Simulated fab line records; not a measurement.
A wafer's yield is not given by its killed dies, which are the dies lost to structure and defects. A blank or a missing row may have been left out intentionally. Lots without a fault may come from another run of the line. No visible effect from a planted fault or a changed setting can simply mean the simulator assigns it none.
The tool behind it: which one? || flow sky130 || 13 lots with 39 wafers sampled at 3 steps, on a route of 708 steps

## WHAT THE GAUGES SHOWED, per wafer
SKY_POLY_GATE_THK_MEAS_21. Usual: POLY_GATE_OXIDATION_THK 4.03 nm, standard deviation 0.076.
{"lot": "L995", "measured": "day 17 22:01", "on": "filmMetro-01", "POLY_GATE_OXIDATION_THK (nm)": "4.02 3.97 3.88", "flag": ""}
{"lot": "L996", "measured": "day 18 07:39", "on": "filmMetro-03", "POLY_GATE_OXIDATION_THK (nm)": "4.06 4.05 4.12", "flag": ""}
{"lot": "L997", "measured": "day 18 16:00", "on": "filmMetro-02", "POLY_GATE_OXIDATION_THK (nm)": "4.18 4.07 4.11", "flag": ""}
{"lot": "L998", "measured": "day 19 03:44", "on": "filmMetro-03", "POLY_GATE_OXIDATION_THK (nm)": "4.02 3.96 3.93", "flag": ""}
{"lot": "L999", "measured": "day 19 13:10", "on": "filmMetro-02", "POLY_GATE_OXIDATION_THK (nm)": "4.04 4.05 4.00", "flag": ""}
{"lot": "L101", "measured": "day 20 04:10", "on": "filmMetro-03", "POLY_GATE_OXIDATION_THK (nm)": "4.05 4.08 4.12", "flag": ""}
{"lot": "L103", "measured": "day 21 01:00", "on": "filmMetro-01", "POLY_GATE_OXIDATION_THK (nm)": "3.84 3.88 3.81", "flag": ""}
{"lot": "L107", "measured": "day 22 00:49", "on": "filmMetro-01", "POLY_GATE_OXIDATION_THK (nm)": "4.05 4.04 3.92", "flag": ""}
{"lot": "L106", "measured": "day 22 02:47", "on": "filmMetro-01", "POLY_GATE_OXIDATION_THK (nm)": "3.97 3.95 4.02", "flag": ""}
{"lot": "L108", "measured": "day 22 09:49", "on": "filmMetro-01", "POLY_GATE_OXIDATION_THK (nm)": "4.02 4.02 4.05", "flag": ""}
{"lot": "L113", "measured": "day 24 06:19", "on": "filmMetro-03", "POLY_GATE_OXIDATION_THK (nm)": "4.06 3.96 4.08", "flag": ""}
{"lot": "L114", "measured": "day 24 18:46", "on": "filmMetro-03", "POLY_GATE_OXIDATION_THK (nm)": "3.95 3.97 4.03", "flag": ""}
{"lot": "L115", "measured": "day 24 23:37", "on": "filmMetro-02", "POLY_GATE_OXIDATION_THK (nm)": "4.01 4.02 4.03", "flag": ""}

SKY_LDD_P_CD_MEAS_07: the cd target is 380 nm. Usual: cdNm at 379.8 nm, with a standard deviation of 2.
{"lot": "L995", "measured": "day 20 13:34", "on": "cdSem-01", "cdNm (nm)": "380.8 380.3 382.1", "flag": ""}
{"lot": "L996", "measured": "day 20 23:51", "on": "cdSem-01", "cdNm (nm)": "377.9 376.0 375.3", "flag": ""}
{"lot": "L997", "measured": "day 21 07:42", "on": "cdSem-02", "cdNm (nm)": "383.2 381.0 381.1", "flag": ""}
{"lot": "L998", "measured": "day 21 20:05", "on": "cdSem-01", "cdNm (nm)": "382.3 379.7 381.6", "flag": ""}
{"lot": "L999", "measured": "day 22 05:17", "on": "cdSem-01", "cdNm (nm)": "381.0 383.7 379.2", "flag": ""}
{"lot": "L101", "measured": "day 22 21:10", "on": "cdSem-02", "cdNm (nm)": "381.4 382.5 381.6", "flag": ""}
{"lot": "L103", "measured": "day 23 16:20", "on": "cdSem-01", "cdNm (nm)": "378.7 380.3 380.3", "flag": ""}
{"lot": "L107", "measured": "day 24 17:34", "on": "cdSem-02", "cdNm (nm)": "379.5 380.0 380.1", "flag": ""}
{"lot": "L106", "measured": "day 24 18:22", "on": "cdSem-01", "cdNm (nm)": "382.4 380.6 381.2", "flag": ""}
{"lot": "L108", "measured": "day 25 01:12", "on": "cdSem-01", "cdNm (nm)": "379.9 379.2 381.0", "flag": ""}
{"lot": "L113", "measured": "day 26 20:57", "on": "cdSem-02", "cdNm (nm)": "381.6 379.6 378.5", "flag": ""}
{"lot": "L114", "measured": "day 27 07:15", "on": "cdSem-02", "cdNm (nm)": "379.6 380.9 378.5", "flag": ""}
{"lot": "L115", "measured": "day 27 12:57", "on": "cdSem-02", "cdNm (nm)": "378.3 379.9 380.9", "flag": ""}

SKY_LDD_LDN_OVL_MEAS_07. Usual: LDD_LDN_OVL -0.5 nm, standard deviation 1.2.
{"lot": "L995", "measured": "day 24 12:22", "on": "overlay-01", "LDD_LDN_OVL (nm)": "-2.7 -2.3 -1.3", "flag": ""}
{"lot": "L996", "measured": "day 24 22:10", "on": "overlay-01", "LDD_LDN_OVL (nm)": "0.1 -1.4 -0.9", "flag": ""}
{"lot": "L997", "measured": "day 25 06:04", "on": "overlay-01", "LDD_LDN_OVL (nm)": "1.7 -0.9 -0.5", "flag": ""}
{"lot": "L998", "measured": "day 25 18:30", "on": "overlay-02", "LDD_LDN_OVL (nm)": "1.4 0.7 -2.0", "flag": ""}
{"lot": "L999", "measured": "day 26 03:55", "on": "overlay-02", "LDD_LDN_OVL (nm)": "-0.4 -1.3 1.8", "flag": ""}
{"lot": "L101", "measured": "day 26 18:52", "on": "overlay-01", "LDD_LDN_OVL (nm)": "-0.6 0.9 -1.5", "flag": ""}
{"lot": "L103", "measured": "day 27 12:22", "on": "overlay-02", "LDD_LDN_OVL (nm)": "0.9 0.7 1.3", "flag": ""}
{"lot": "L107", "measured": "day 28 11:16", "on": "overlay-02", "LDD_LDN_OVL (nm)": "-1.3 0.0 -1.9", "flag": ""}
{"lot": "L106", "measured": "day 28 11:57", "on": "overlay-02", "LDD_LDN_OVL (nm)": "0.6 -1.1 -0.3", "flag": ""}
{"lot": "L108", "measured": "day 28 19:33", "on": "overlay-01", "LDD_LDN_OVL (nm)": "0.8 -0.3 0.1", "flag": ""}
{"lot": "L113", "measured": "day 30 12:16", "on": "overlay-01", "LDD_LDN_OVL (nm)": "0.6 0.9 -1.0", "flag": ""}
{"lot": "L114", "measured": "day 30 22:40", "on": "overlay-01", "LDD_LDN_OVL (nm)": "-0.3 -0.1 0.8", "flag": ""}
{"lot": "L115", "measured": "day 31 04:15", "on": "overlay-02", "LDD_LDN_OVL (nm)": "-2.0 -2.5 -2.7", "flag": ""}

## WHICH TOOL RAN EACH LOT (tool, then ch and the chambers of the sampled wafers, then the start)
The record shows no process step preceding these readings.

## WHAT THE TOOLS THEMSELVES READ (means of the sampled wafers that have a number; where no wafer has one, the mark that the record gives instead)
The record holds no such reading with a usual standard deviation.

## THE ANSWER, worked out from the rows above alone
Rule: lot off if the mean of its wafers having a number is beyond 3 standard deviations from the usual mean. Also off: a lot with no number at a reading for which 4 or more lots have one. Where the step has rows for the other lots, those lots are counted as sound. Order of review: gauges by route order, followed by the tools' own readings, for which a lot's mean as printed above is used. At the first step where some lot is off, the reading lying furthest off is the one used; lots without a number count as furthest.
No lot is off on any of the readings shown, so nothing can be concluded from this.

## WHAT THE SIMULATOR HAD INSERTED
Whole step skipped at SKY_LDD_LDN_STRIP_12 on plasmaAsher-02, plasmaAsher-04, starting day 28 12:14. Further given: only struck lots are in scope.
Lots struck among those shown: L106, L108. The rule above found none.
